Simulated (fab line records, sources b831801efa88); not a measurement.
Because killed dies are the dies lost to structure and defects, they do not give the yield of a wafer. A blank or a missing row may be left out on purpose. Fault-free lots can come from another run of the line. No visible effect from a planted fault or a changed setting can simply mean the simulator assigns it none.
Which tool was responsible? ; flow gf180mcu ; 13 lots with 39 wafers sampled at 3 steps, on a route of 602 steps

== WHAT EACH GAUGE READ, for each wafer ==
GF_SAB_CD_MEAS_09: target cd 420 nm. Usual: cd-nm 420.3 nm, standard deviation 2.2.
lot;measured;on;cd-nm (nm);flag
L366;day 15 02:16;cd-sem-01;419.8 419.5 421.0;
L367;day 15 11:45;cd-sem-01;418.2 421.3 420.7;
L370;day 16 14:43;cd-sem-02;419.2 418.4 420.0;
L372;day 17 03:10;cd-sem-02;421.8 421.4 419.9;
L374;day 18 08:04;cd-sem-02;420.8 420.3 419.1;
L375;day 18 09:39;cd-sem-01;420.6 422.5 420.7;
L376;day 18 18:14;cd-sem-01;419.8 423.2 421.3;
L377;day 19 03:01;cd-sem-02;419.7 419.5 417.4;
L379;day 19 20:34;cd-sem-01;425.1 424.7 425.9;
L386;day 22 09:01;cd-sem-02;422.1 422.4 422.4;
L387;day 22 14:43;cd-sem-01;419.8 419.2 422.1;
L388;day 22 20:40;cd-sem-01;418.3 416.0 419.2;
L389;day 23 05:24;cd-sem-02;416.9 416.2 416.2;

GF_CONTACT_THK_MEAS_01. Usual: CONTACT_CVD_00_THK typically reads 301.2 nm, with standard deviation 2.6.
lot;measured;on;CONTACT_CVD_00_THK (nm);flag
L366;day 15 03:36;film-metro-01;300.5 298.5 300.1;
L367;day 15 13:26;film-metro-01;300.5 301.2 303.8;
L370;day 16 15:58;film-metro-04;301.2 300.3 299.8;
L372;day 17 04:13;film-metro-04;298.7 298.6 297.6;
L374;day 18 09:21;film-metro-02;302.9 304.4 301.0;
L375;day 18 10:47;film-metro-04;306.8 303.3 303.6;
L376;day 18 19:28;film-metro-04;301.1 302.9 300.7;
L377;day 19 04:04;film-metro-04;455.9 452.3 453.5;OFF
L379;day 19 21:38;film-metro-01;448.6 451.3 445.3;OFF
L386;day 22 10:05;film-metro-04;303.8 302.1 300.9;
L387;day 22 15:47;film-metro-01;299.5 299.4 296.2;
L388;day 22 21:45;film-metro-04;300.4 297.7 299.6;
L389;day 23 06:28;film-metro-02;305.0 300.4 301.9;

== WHICH TOOL RAN EACH LOT (tool, then ch and the chambers of the sampled wafers, then the start) ==
lot;GF_CONTACT_CVD_00
L366;hdpcvd-02 ch 0,1,2, day 15 03:33
L367;hdpcvd-01 ch 0,1,2, day 15 13:23
L370;hdpcvd-02 ch 2, day 16 15:54
L372;hdpcvd-01 ch 1,2, day 17 04:09
L374;hdpcvd-02 ch 0,2, day 18 09:18
L375;hdpcvd-02 ch 0,1,2, day 18 10:43
L376;hdpcvd-01 ch 0,1, day 18 19:24
L377;hdpcvd-02 ch 0,1,2, day 19 04:02
L379;hdpcvd-02 ch 0,1, day 19 21:35
L386;hdpcvd-01 ch 0,1,2, day 22 10:02
L387;hdpcvd-02 ch 0,1, day 22 15:44
L388;hdpcvd-02 ch 0,1, day 22 21:41
L389;hdpcvd-01 ch 0,1, day 23 06:24
- GF_CONTACT_CVD_00: deposits SiO2, target thk 300 nm, time 50 s.

== AS READ BY THE TOOLS THEMSELVES (means over the sampled wafers that have a number; for cases with no such wafer, the mark the record gives instead) ==
GF_CONTACT_CVD_00. Usual: sih4-flow-sccm 60.00 sccm, standard deviation 0.17.
lot;tool;sih4-flow-sccm (sccm);flag
L366;hdpcvd-02;60.09;
L367;hdpcvd-01;60.01;
L370;hdpcvd-02;60.06;
L372;hdpcvd-01;59.89;
L374;hdpcvd-02;60.04;
L375;hdpcvd-02;60.10;
L376;hdpcvd-01;60.15;
L377;hdpcvd-02;90.06;OFF
L379;hdpcvd-02;90.04;OFF
L386;hdpcvd-01;59.96;
L387;hdpcvd-02;59.98;
L388;hdpcvd-02;59.92;
L389;hdpcvd-01;59.87;

== THE ANSWER, worked out from the rows above alone ==
Rule: take the mean of a lot's wafers that have a number; if it is more than 3 standard deviations from the usual mean, the lot is off. A lot without any number at a reading at which 4 lots or more have one is off too. Any other lot the step has rows for is counted as sound. Order of review: gauges by route order, followed by the tools' own readings, for which a lot's mean as printed above is used. The first step at which some lot is off is used, and at that step the reading that is off furthest; a lot without a number counts as furthest.
Off: L377, L379, seen at GF_CONTACT_THK_MEAS_01 (CONTACT_CVD_00_THK).
A tool fits if, at a process step before that reading, it ran every lot that is off, and no sound lot after the first of them. Not tried: the gauges at GF_CONTACT_THK_MEAS_01; whatever is off there is also off at GF_CONTACT_CVD_00, on other tools, and gauge error can't account for it. Of those tried, none fits.

== WHAT HAD BEEN PUT IN BY THE SIMULATOR ==
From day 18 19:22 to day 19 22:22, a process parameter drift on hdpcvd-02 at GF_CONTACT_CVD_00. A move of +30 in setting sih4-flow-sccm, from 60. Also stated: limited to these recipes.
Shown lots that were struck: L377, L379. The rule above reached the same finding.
